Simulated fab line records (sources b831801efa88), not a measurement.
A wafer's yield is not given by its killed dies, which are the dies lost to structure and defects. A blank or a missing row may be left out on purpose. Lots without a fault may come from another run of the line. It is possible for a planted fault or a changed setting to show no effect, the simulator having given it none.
The tool behind it: which one? | flow sky130 | 37 wafers from 13 lots sampled at 6 of the route's 708 steps

## WHAT EACH GAUGE READ, for each wafer
SKY_CONTACT_RS_MEAS_25: uses a four-point probe to measure. Usual: for CONTACT_W_RS the level is 0.337 ohm/sq and the standard deviation is 0.0034.
lot  | measured     | on            | CONTACT_W_RS (ohm/sq) | flag
L634 | day 30 07:06 | film_metro-04 | 0.336 0.337 0.340     |
L635 | day 31 20:22 | film_metro-01 | 0.332 0.330 0.334     |
L636 | day 32 12:37 | film_metro-01 | 0.337 0.335 0.336     |
L637 | day 33 09:57 | film_metro-04 | 0.336 0.336 0.337     |
L638 | day 33 11:41 | film_metro-01 | 0.333 0.332 0.335     |
L639 | day 33 16:52 | film_metro-04 | 0.341 0.340 0.335     |
L640 | day 33 23:58 | film_metro-04 | 0.341 0.335 0.340     |
L650 | day 37 13:10 | film_metro-03 | 0.337 0.337 0.335     |
L647 | day 37 13:26 | film_metro-04 | 0.314 0.338           | OFF
L646 | day 37 18:01 | film_metro-04 | 0.317 0.335           | OFF
L652 | day 37 21:08 | film_metro-01 | 0.341 0.339 0.337     |
L654 | day 38 10:52 | film_metro-04 | 0.331 0.333 0.335     |
L657 | day 39 14:35 | film_metro-04 | 0.337 0.340 0.334     |

SKY_CONTACT_THK_MEAS_26: measures by xrf. Usual: for CONTACT_W_THK the level is 346 nm and the standard deviation is 4.5.
lot  | measured     | on            | CONTACT_W_THK (nm) | flag
L634 | day 30 07:13 | film_metro-04 | 350 347 347        |
L635 | day 31 20:28 | film_metro-01 | 348 353 347        |
L636 | day 32 12:44 | film_metro-01 | 351 352 352        |
L637 | day 33 10:04 | film_metro-04 | 346 346 345        |
L638 | day 33 11:47 | film_metro-01 | 350 352 348        |
L639 | day 33 16:59 | film_metro-04 | 340 343 348        |
L640 | day 34 00:05 | film_metro-04 | 345 351 344        |
L650 | day 37 13:17 | film_metro-03 | 344 346 345        |
L647 | day 37 13:32 | film_metro-04 | 379 349            | OFF
L646 | day 37 18:08 | film_metro-04 | 375 353            | OFF
L652 | day 37 21:14 | film_metro-01 | 343 343 346        |
L654 | day 38 10:59 | film_metro-04 | 352 350 347        |
L657 | day 39 14:43 | film_metro-04 | 345 344 348        |

SKY_METAL1_RS_MEAS_05: uses a four-point probe to measure. Usual: for METAL1_ALCU_RS the level is 0.1275 ohm/sq and the standard deviation is 0.0014.
lot  | measured     | on            | METAL1_ALCU_RS (ohm/sq) | flag
L634 | day 30 07:43 | film_metro-02 | 0.1290 0.1291 0.1292    |
L635 | day 31 20:59 | film_metro-02 | 0.1285 0.1291 0.1275    |
L636 | day 32 13:14 | film_metro-02 | 0.1272 0.1281 0.1277    |
L637 | day 33 10:34 | film_metro-03 | 0.1266 0.1268 0.1264    |
L638 | day 33 12:18 | film_metro-01 | 0.1267 0.1270 0.1256    |
L639 | day 33 17:29 | film_metro-03 | 0.1294 0.1299 0.1295    |
L640 | day 34 00:35 | film_metro-01 | 0.1265 0.1274 0.1281    |
L650 | day 37 13:47 | film_metro-02 | 0.1275 0.1270 0.1264    |
L647 | day 37 14:03 | film_metro-01 | 0.1249 0.1243           |
L646 | day 37 18:38 | film_metro-02 | 0.1279 0.1288           |
L652 | day 37 21:52 | film_metro-03 | 0.1284 0.1280 0.1287    |
L654 | day 38 11:29 | film_metro-01 | 0.1298 0.1299 0.1297    |
L657 | day 39 15:13 | film_metro-03 | 0.1272 0.1276 0.1271    |

## EACH LOT AND THE TOOL THAT RAN IT (in order: tool; ch and the chambers of the sampled wafers; start)
lot  | SKY_CONTACT_CVD_24            | SKY_METAL1_SPUTTER_00        | SKY_METAL1_SPUTTER_04
L634 | cvd_w-01 ch 0,1, day 30 06:59 | pvd_sputter-04, day 30 07:35 | pvd_sputter-04, day 30 07:40
L635 | cvd_w-02 ch 0,1, day 31 20:14 | pvd_sputter-02, day 31 20:49 | pvd_sputter-02, day 31 20:55
L636 | cvd_w-01 ch 0,1, day 32 12:29 | pvd_sputter-01, day 32 13:05 | pvd_sputter-01, day 32 13:10
L637 | cvd_w-01 ch 0,1, day 33 09:50 | pvd_sputter-01, day 33 10:26 | pvd_sputter-01, day 33 10:31
L638 | cvd_w-02 ch 0,1, day 33 11:33 | pvd_sputter-04, day 33 12:08 | pvd_sputter-04, day 33 12:14
L639 | cvd_w-01 ch 0,1, day 33 16:46 | pvd_sputter-02, day 33 17:21 | pvd_sputter-02, day 33 17:26
L640 | cvd_w-02 ch 0,1, day 33 23:51 | pvd_sputter-04, day 34 00:26 | pvd_sputter-04, day 34 00:32
L650 | cvd_w-02 ch 1, day 37 12:57   | pvd_sputter-04, day 37 13:39 | pvd_sputter-04, day 37 13:44
L647 | cvd_w-01 ch 0,1, day 37 13:18 | pvd_sputter-01, day 37 13:53 | pvd_sputter-01, day 37 13:59
L646 | cvd_w-01 ch 0,1, day 37 17:55 | pvd_sputter-02, day 37 18:30 | pvd_sputter-02, day 37 18:35
L652 | cvd_w-02 ch 0,1, day 37 20:56 | pvd_sputter-04, day 37 21:43 | pvd_sputter-04, day 37 21:48
L654 | cvd_w-02 ch 1, day 38 10:46   | pvd_sputter-04, day 38 11:21 | pvd_sputter-04, day 38 11:26
L657 | cvd_w-02 ch 0,1, day 39 14:29 | pvd_sputter-04, day 39 15:04 | pvd_sputter-04, day 39 15:10
- SKY_CONTACT_CVD_24: deposits W, target thk 340 nm, time 102.12 s.
- SKY_METAL1_SPUTTER_00: material Ti, target thk 15 nm, time 10 s.
- SKY_METAL1_SPUTTER_04: material TiN, target thk 70 nm, time 58.3 s.

## AS READ BY THE TOOLS THEMSELVES (means over the sampled wafers that have a number; for cases with no such wafer, the mark the record gives instead)
SKY_CONTACT_CVD_24. Usual: heater_power_w reads 819 W (standard deviation 73).
lot  | tool     | heater_power_w (W) | flag
L634 | cvd_w-01 | 782                |
L635 | cvd_w-02 | 917                |
L636 | cvd_w-01 | 785                |
L637 | cvd_w-01 | 779                |
L638 | cvd_w-02 | 840                |
L639 | cvd_w-01 | 779                |
L640 | cvd_w-02 | 894                |
L650 | cvd_w-02 | 793                |
L647 | cvd_w-01 | 792                |
L646 | cvd_w-01 | 782                |
L652 | cvd_w-02 | 838                |
L654 | cvd_w-02 | 803                |
L657 | cvd_w-02 | 805                |

SKY_METAL1_SPUTTER_00. Usual: throttle_valve_pct reads 30.1 % (standard deviation 1.2).
lot  | tool           | throttle_valve_pct (%) | flag
L634 | pvd_sputter-04 | 29.7                   |
L635 | pvd_sputter-02 | 29.7                   |
L636 | pvd_sputter-01 | 31.2                   |
L637 | pvd_sputter-01 | 30.5                   |
L638 | pvd_sputter-04 | 29.8                   |
L639 | pvd_sputter-02 | 30.9                   |
L640 | pvd_sputter-04 | 30.3                   |
L650 | pvd_sputter-04 | 30.3                   |
L647 | pvd_sputter-01 | 31.2                   |
L646 | pvd_sputter-02 | 28.9                   |
L652 | pvd_sputter-04 | 29.8                   |
L654 | pvd_sputter-04 | 29.9                   |
L657 | pvd_sputter-04 | 30.0                   |

SKY_METAL1_SPUTTER_04. Usual: throttle_valve_pct reads 30.1 % (standard deviation 1.2).
lot  | tool           | throttle_valve_pct (%) | flag
L634 | pvd_sputter-04 | 29.6                   |
L635 | pvd_sputter-02 | 29.8                   |
L636 | pvd_sputter-01 | 31.0                   |
L637 | pvd_sputter-01 | 30.5                   |
L638 | pvd_sputter-04 | 29.8                   |
L639 | pvd_sputter-02 | 30.8                   |
L640 | pvd_sputter-04 | 30.3                   |
L650 | pvd_sputter-04 | 30.2                   |
L647 | pvd_sputter-01 | 31.3                   |
L646 | pvd_sputter-02 | 28.9                   |
L652 | pvd_sputter-04 | 29.6                   |
L654 | pvd_sputter-04 | 29.9                   |
L657 | pvd_sputter-04 | 29.8                   |

## THE ANSWER, worked out from the rows above alone
Rule: a lot is off if the mean of its wafers that have a number lies more than 3 standard deviations from the usual mean. Also off: a lot with no number at a reading for which 4 or more lots have one. Where the step has rows for the other lots, those lots are counted as sound. The gauges are gone through in route order, then the tools' own readings, and for those a lot's mean is taken as printed above. The first step at which some lot is off is used, and at that step the reading that is off furthest; a lot without a number counts as furthest.
Off: L647, L646, seen at SKY_CONTACT_RS_MEAS_25 (CONTACT_W_RS).
If a tool, at a process step before that reading, ran all the lots that are off and no sound lot after the first of them, it fits. Those tools and the gauges at SKY_CONTACT_RS_MEAS_25 are tried in the same way. One fits: cvd_w-01 at SKY_CONTACT_CVD_24. Its last sound lot is L639 (day 33 16:46), its first lot that is off L647 (day 37 13:18): a fault that began between those two fits.

## WHAT HAD BEEN PUT IN BY THE SIMULATOR
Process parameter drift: cvd_w-01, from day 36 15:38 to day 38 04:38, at SKY_CONTACT_CVD_24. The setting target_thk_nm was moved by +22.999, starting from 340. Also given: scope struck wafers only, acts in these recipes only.
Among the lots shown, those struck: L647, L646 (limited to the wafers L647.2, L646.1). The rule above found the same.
